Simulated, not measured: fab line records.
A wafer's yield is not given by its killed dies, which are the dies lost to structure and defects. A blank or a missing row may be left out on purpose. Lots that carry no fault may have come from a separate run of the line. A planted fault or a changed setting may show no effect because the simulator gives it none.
Problem report, 8D (eight disciplines) form, completed by code	flow sfq-line	the parts of the form that need people (team, actions taken, sign-off) are left out

== 1. WHAT WENT WRONG ==
oes-product-au at SFQ_TRILAYER_R5_ETCH_METAL_ETCH_139 reads a mean of 0.785 a.u. on 3 wafers of 2 lots; wafers without a fault read 0.993 a.u. with a standard deviation of 0.0046. That is -45 standard deviations from the usual mean.
The step: etches the open film in Cl2, stops on SiO2, target depth 60 nm, time 40 s.
The first sign was on wafer L347.4 at day 63 19:27, on rie-metal-01. The record has a number at this step for 42 wafers belonging to 14 lots. Rule for "out", or "out of limits": more than 4 standard deviations from the usual mean. The rest of the wafers with a number are treated as sound.

== 2. WHAT IT IS; WHAT IT IS NOT ==
question	is	is not
which readings at this step	oes-product-au	drypump-motor-current-A
which lots	L347, L349	L330, L331, L332, L333, L334, L335, L336, L337, L338, L339, L340, L341
which wafers of those lots	L347.4, L349.1, L349.5	L347.3, L347.6, L349.4
read on which tools	rie-metal-01	rie-metal-03, rie-metal-04
when	from day 63 19:27	up to then (38 sound wafers); but 1 sound wafer of L349 came after

== 3. THE SUSPECTS, EACH WITH WHAT RULES IT OUT ==
Counting: if a tool at a process step up to the reading ran every lot that is out, it stays a suspect. Sound lots after the first of them don't rule it out here, since some wafers of a struck lot are sound.
- rie-metal-01 at SFQ_TRILAYER_R5_ETCH_METAL_ETCH_139 (etches the open film in Cl2, stops on SiO2, target depth 60 nm, time 40 s): kept. It processed each lot that is out (first: L347, day 63 19:27); up to then, its last sound lot is L339 (day 60 09:54). Its own readings are out on those wafers: oes-product-au.
- Within rie-metal-01 at SFQ_TRILAYER_R5_ETCH_METAL_ETCH_139: the wafers that are out ran in chamber 0; their sound lot-mates ran in chamber 1.
The count leaves rie-metal-01 at SFQ_TRILAYER_R5_ETCH_METAL_ETCH_139.

== 4. THE CAUSE (what the simulator had put in) ==
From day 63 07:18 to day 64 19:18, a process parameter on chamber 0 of rie-metal-01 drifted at SFQ_TRILAYER_R5_ETCH_METAL_ETCH_139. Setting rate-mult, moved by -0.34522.
The count eliminated every tool but this one.

== 5. SEQUENCE OF EFFECTS, ordered by route ==
Each row: a reading whose mean over the struck wafers that have a number lies more than 3 standard deviations from the usual. Readings are gone through only where the record gives a usual standard deviation; hours: the median, over the lots, of the time from a lot's start at the first step in this table giving one to that lot's start at this step; sigmas: the change measured in usual standard deviations.
hours	step	reading	usual	on struck wafers	change	sigmas
0	SFQ_TRILAYER_R5_ETCH_METAL_ETCH_139	oes-product-au	0.993 a.u.	0.785	-0.208	-45
Its process steps:
- SFQ_TRILAYER_R5_ETCH_METAL_ETCH_139: etches the open film in Cl2, stops on SiO2, target depth 60 nm, time 40 s.

== 6. HOW IT WOULD HAVE BEEN CAUGHT EARLIER ==
In this record no reading fell out of limits until day 63 19:27, 12 hours after the fault had begun at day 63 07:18.
